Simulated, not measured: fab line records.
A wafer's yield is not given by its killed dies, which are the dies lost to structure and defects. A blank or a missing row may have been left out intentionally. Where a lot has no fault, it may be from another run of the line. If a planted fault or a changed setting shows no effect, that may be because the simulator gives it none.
Matching of chambers || flow sfqLine || SFQ_TRILAYER_I1_DEP_PECVD_045 on pecvd-04: 3 sister chambers
The step deposits SiO2 from SiH4/N2O, time 111.11 s, target thk 500 nm. 3 wafers are shown with their chamber, then 7 later ones without.

## WAFERS, EACH WITH ITS CHAMBER
{"wafer": "L857.6", "chamber": 1, "heaterPowerW (W)": 116}
{"wafer": "L858.6", "chamber": 2, "heaterPowerW (W)": 87}
{"wafer": "L859.5", "chamber": 0, "heaterPowerW (W)": 68}

## WAFERS MISSING THEIR CHAMBER
{"wafer": "L859.6", "heaterPowerW (W)": 87}
{"wafer": "L861.4", "heaterPowerW (W)": 80}
{"wafer": "L861.5", "heaterPowerW (W)": 87}
{"wafer": "L861.6", "heaterPowerW (W)": 130}
{"wafer": "L862.2", "heaterPowerW (W)": 83}
{"wafer": "L862.5", "heaterPowerW (W)": 128}
{"wafer": "L862.6", "heaterPowerW (W)": 74}

## CHAMBER TAKEN BY EACH
{"wafer": "L859.6", "from the rows above": 2, "in truth": 2}
{"wafer": "L861.4", "from the rows above": "can't be placed: 2 or 0", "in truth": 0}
{"wafer": "L861.5", "from the rows above": 2, "in truth": 2}
{"wafer": "L861.6", "from the rows above": 1, "in truth": 1}
{"wafer": "L862.2", "from the rows above": "can't be placed: 2 or 0", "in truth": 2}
{"wafer": "L862.5", "from the rows above": 1, "in truth": 1}
{"wafer": "L862.6", "from the rows above": "can't be placed: 0 or 2", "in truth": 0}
Placed correctly: 4 of 7. From these rows, 3 cannot be placed; in 3 the true chamber is one of the candidates. Wrongly placed: 0.
How it was worked out, from the rows above alone: a wafer's distance from a chamber is the root of the sum, over the readings, of the square of ((its reading less the chamber's mean) divided by the reading's scatter). The wafer belongs to the nearest chamber; if the next one is less than 2 further off, it can't be placed. A chamber's mean is the mean of its shown wafers. The scatter (one wafer shown for each chamber): square how far every hidden wafer sits from the nearest shown wafer, average those squares and take the square root.
